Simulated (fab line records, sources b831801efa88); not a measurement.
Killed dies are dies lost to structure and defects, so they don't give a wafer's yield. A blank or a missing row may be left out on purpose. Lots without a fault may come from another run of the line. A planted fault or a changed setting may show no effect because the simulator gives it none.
Which tool did it? | flow gf180mcu | 12 lots, 36 wafers sampled, at 4 steps of a route of 602

WHAT THE GAUGES READ, wafer by wafer
GF_M2_OVL_MEAS_15. Usual: M2_OVL 2 nm, standard deviation 5.
lot  | measured     | on         | M2_OVL (nm) | flag
L710 | day 18 18:32 | overlay-02 | -2 -1 7     |
L712 | day 19 10:50 | overlay-02 | 0 7 7       |
L713 | day 20 02:26 | overlay-02 | -2 4 5      |
L714 | day 20 05:44 | overlay-01 | 8 3 -4      |
L717 | day 21 12:02 | overlay-01 | -8 -8 -2    |
L718 | day 22 05:59 | overlay-02 | 2 3 5       |
L719 | day 22 20:50 | overlay-02 | 11 9 13     |
L721 | day 23 20:06 | overlay-02 | 0 6 4       |
L723 | day 24 11:44 | overlay-02 | 5 6 0       |
L729 | day 26 07:02 | overlay-02 | 0 -4 -10    |
L732 | day 26 18:44 | overlay-01 | 4 10 8      |
L731 | day 26 22:08 | overlay-01 | 2 2 -5      |

GF_V2_BOW_MEAS_05. Usual: V2_BOW 98 um, standard deviation 8.2.
lot  | measured     | on            | V2_BOW (um) | flag
L710 | day 18 19:50 | film_metro-01 | 110 106 93  |
L712 | day 19 12:05 | film_metro-03 | 110 101 83  |
L713 | day 20 03:53 | film_metro-01 | 89 104 97   |
L714 | day 20 07:04 | film_metro-01 | 107 83 88   |
L717 | day 21 13:20 | film_metro-04 | 105 96 107  |
L718 | day 22 07:16 | film_metro-04 | 105 91 101  |
L719 | day 22 22:08 | film_metro-01 | 93 92 92    |
L721 | day 23 21:37 | film_metro-01 | 93 108 102  |
L723 | day 24 13:04 | film_metro-01 | 105 117 103 |
L729 | day 26 08:23 | film_metro-03 | 93 96 99    |
L732 | day 26 20:01 | film_metro-01 | 101 96 98   |
L731 | day 26 23:34 | film_metro-01 | 88 102 95   |

WHICH TOOL RAN EACH LOT (tool, then ch and the chambers of the sampled wafers, then the start)
lot  | GF_V1_CVD_23                  | GF_M2_STRIP_17
L710 | cvd_w-02 ch 0,1, day 17 18:27 | plasma_asher-04 ch 0,1, day 18 18:44
L712 | cvd_w-02 ch 0,1, day 18 09:52 | plasma_asher-01 ch 0,1, day 19 11:00
L713 | cvd_w-02 ch 0,1, day 19 01:14 | plasma_asher-04 ch 0,1, day 20 02:44
L714 | cvd_w-02 ch 0,1, day 19 04:40 | plasma_asher-03 ch 0,1, day 20 05:56
L717 | cvd_w-01 ch 0,1, day 20 11:40 | plasma_asher-01 ch 0,1, day 21 12:12
L718 | cvd_w-02 ch 0,1, day 21 05:41 | plasma_asher-03 ch 0,1, day 22 06:08
L719 | cvd_w-01 ch 0,1, day 21 21:22 | plasma_asher-03 ch 0,1, day 22 20:59
L721 | cvd_w-02 ch 0,1, day 22 20:34 | plasma_asher-03 ch 0,1, day 23 20:25
L723 | cvd_w-02 ch 0,1, day 23 12:26 | plasma_asher-04 ch 0,1, day 24 11:53
L729 | cvd_w-01 ch 0,1, day 25 09:47 | plasma_asher-03 ch 0,1, day 26 07:11
L732 | cvd_w-02 ch 1, day 25 21:17   | plasma_asher-04 ch 0,1, day 26 18:54
L731 | cvd_w-02 ch 0,1, day 26 00:22 | plasma_asher-03 ch 0,1, day 26 22:20
- GF_V1_CVD_23: deposits W, target thk 350 nm, time 105.05 s.
- GF_M2_STRIP_17: strips in O2/N2.

WHAT THE TOOLS THEMSELVES READ (means of the sampled wafers that have a number; where no wafer has one, the mark that the record gives instead)
GF_V1_CVD_23. Usual: heater_power_outer_w 552 W, standard deviation 67; heater_power_w 895 W, standard deviation 58; susceptor_temp_C 400.02 C, standard deviation 0.22.
lot  | tool     | heater_power_outer_w (W) | heater_power_w (W) | susceptor_temp_C (C) | flag
L710 | cvd_w-02 | 547                      | 914                | 400.13               |
L712 | cvd_w-02 | 541                      | 916                | 399.97               |
L713 | cvd_w-02 | 498                      | 860                | 400.08               |
L714 | cvd_w-02 | 505                      | 878                | 399.97               |
L717 | cvd_w-01 | 590                      | 881                | 400.04               |
L718 | cvd_w-02 | 502                      | 863                | 400.06               |
L719 | cvd_w-01 | 597                      | 909                | 400.07               |
L721 | cvd_w-02 | 503                      | 872                | 399.90               |
L723 | cvd_w-02 | 548                      | 910                | 399.89               |
L729 | cvd_w-01 | 598                      | 910                | 399.98               |
L732 | cvd_w-02 | 607                      | 964                | 399.88               |
L731 | cvd_w-02 | 556                      | 914                | 400.10               |

GF_M2_STRIP_17. Usual: chamber_pressure_mTorr 1499.8 mTorr, standard deviation 1.5; drypump_motor_current_A 5.7 A, standard deviation 0.31; heater_power_w 344 W, standard deviation 26; oes_product_au 0.538 a.u., standard deviation 0.0046; platen_temp_c 250.00 C, standard deviation 0.18; strip_time_to_endpoint_s 7.38 s, standard deviation 0.051.
lot  | tool            | chamber_pressure_mTorr (mTorr) | drypump_motor_current_A (A) | heater_power_w (W) | oes_product_au (a.u.) | platen_temp_c (C) | strip_time_to_endpoint_s (s) | flag
L710 | plasma_asher-04 | 1500.8                         | 5.5                         | 327                | 0.540                 | 249.87            | 7.45                         |
L712 | plasma_asher-01 | 1499.1                         | 5.4                         | 346                | 0.531                 | 249.98            | 7.27                         |
L713 | plasma_asher-04 | 1500.6                         | 5.4                         | 355                | 0.537                 | 250.15            | 7.33                         |
L714 | plasma_asher-03 | 1500.1                         | 5.9                         | 333                | 0.540                 | 249.87            | 7.40                         |
L717 | plasma_asher-01 | 1500.1                         | 5.4                         | 346                | 0.538                 | 250.13            | 7.39                         |
L718 | plasma_asher-03 | 1499.5                         | 6.0                         | 348                | 0.537                 | 249.96            | 7.39                         |
L719 | plasma_asher-03 | 1499.0                         | 6.0                         | 344                | 0.539                 | 250.16            | 7.40                         |
L721 | plasma_asher-03 | 1499.9                         | 6.0                         | 346                | 0.540                 | 249.95            | 7.39                         |
L723 | plasma_asher-04 | 1498.8                         | 5.4                         | 351                | 0.539                 | 249.96            | 7.44                         |
L729 | plasma_asher-03 | 1498.3                         | 5.9                         | 340                | 0.535                 | 250.05            | 7.39                         |
L732 | plasma_asher-04 | 1500.7                         | 5.6                         | 332                | 0.535                 | 250.04            | 7.44                         |
L731 | plasma_asher-03 | 1499.5                         | 5.9                         | 334                | 0.539                 | 249.96            | 7.35                         |

THE ANSWER, worked out from the rows above alone
Rule: a lot is off if the mean of its wafers that have a number lies more than 3 standard deviations from the usual mean. A lot without any number at a reading at which 4 lots or more have one is off too. The other lots that the step has rows for count as sound. The gauges are gone through in route order, then the tools' own readings, and for those a lot's mean is taken as printed above. The first step at which some lot is off is used, and at that step the reading that is off furthest; a lot without a number counts as furthest.
No lot is off at any reading shown: from this, nothing can be told.

WHAT THE SIMULATOR HAD PUT IN
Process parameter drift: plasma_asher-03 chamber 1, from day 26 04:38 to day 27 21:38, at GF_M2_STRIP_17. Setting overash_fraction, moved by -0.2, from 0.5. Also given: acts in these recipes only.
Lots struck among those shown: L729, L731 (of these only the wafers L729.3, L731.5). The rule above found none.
